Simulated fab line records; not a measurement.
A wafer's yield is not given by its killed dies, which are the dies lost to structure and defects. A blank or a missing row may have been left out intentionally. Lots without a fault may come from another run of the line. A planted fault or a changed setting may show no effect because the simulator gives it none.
One fault seen from 2 desks	flow sky130	every desk sees just its own numbers, and what lay behind them comes last

## AT THE METROLOGY DESK
What the gauges read for every lot (on any tool): the sampled wafers with a number, averaged. A lot is out of limits, marked OUT, if its mean lies more than 4 standard deviations from the usual mean; the brackets give that distance.
Columns: A = LDD_HVP_TW at SKY_LDD_HVP_TW_MEAS_10, usual 458; B = SD_N_RS at SKY_SD_N_RS_MEAS_16, usual 68.57 ohm/sq
lot	first seen here	A	B
L933	day 21 03:43	448	68.68
L934	day 21 14:50	447	68.62
L935	day 22 05:22	459	68.66
L938	day 22 21:14	460	68.58
L940	day 24 04:52	465	68.56
L942	day 24 12:55	452	68.82
L943	day 25 02:22	468	68.54
L944	day 25 11:55	448	68.50
L945	day 25 21:38	447	68.43
L946	day 26 01:24	467	63.22 (-45) OUT
L948	day 26 16:04	460	63.32 (-44) OUT
L954	day 29 04:04	460	68.55
L956	day 29 17:43	466	68.38
This desk's result: L946, L948 out of limits, first on L946 (SD_N_RS at SKY_SD_N_RS_MEAS_16), day 31 23:08. In limits: L933, L934, L935, L938, L940, L942, L943, L944, L945, L954, L956.

## FOR THE TOOL OWNER'S DESK: rtpAnneal-02
The tool's own readings at SKY_SD_N_RTA_14 (time 2 s): means of the sampled wafers that have a number, for each lot that ran on this tool. A lot is out of limits, marked OUT, if its mean lies more than 4 standard deviations from the usual mean; the brackets give that distance.
Columns: A = lampPowerPct at SKY_SD_N_RTA_14, usual 15.74 %; B = wafer_temp_C_max at SKY_SD_N_RTA_14, usual 1078.1
lot	first seen here	A	B
L933	day 27 10:26	15.71	1078.3
L934	day 27 22:12	15.75	1077.5
L940	day 30 07:02	15.77	1078.0
L942	day 30 14:02	15.76	1079.1
L944	day 31 13:24	15.74	1077.8
L946	day 31 22:57	16.51 (+15) OUT	1109.1 (+21) OUT
L948	day 32 15:01	16.57 (+16) OUT	1106.8 (+19) OUT
L956	day 35 10:50	15.74	1077.9
This desk's verdict: out of limits on L946, L948, starting with L946 at day 31 22:57 (lampPowerPct at SKY_SD_N_RTA_14). In limits: L933, L934, L940, L942, L944, L956.

## ALL TOGETHER
At day 31 22:57, on L946, L948, the tool owner's desk was in a position to raise an alarm.
At day 31 23:08 the metrology desk could have sounded an alarm, on L946, L948.
All the named lots went through SKY_SD_N_RTA_14 on rtpAnneal-02.

## WHAT THE SIMULATOR HAD INSERTED
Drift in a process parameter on rtpAnneal-02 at SKY_SD_N_RTA_14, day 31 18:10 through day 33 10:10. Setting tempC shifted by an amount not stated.
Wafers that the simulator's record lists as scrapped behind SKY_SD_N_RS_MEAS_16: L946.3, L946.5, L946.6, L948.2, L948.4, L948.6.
Shown lots that were struck: L946, L948.
Delay (hours) between the fault's onset and each desk's first out-of-limits reading: 5 at the tool owner's desk, 5 at the metrology desk.
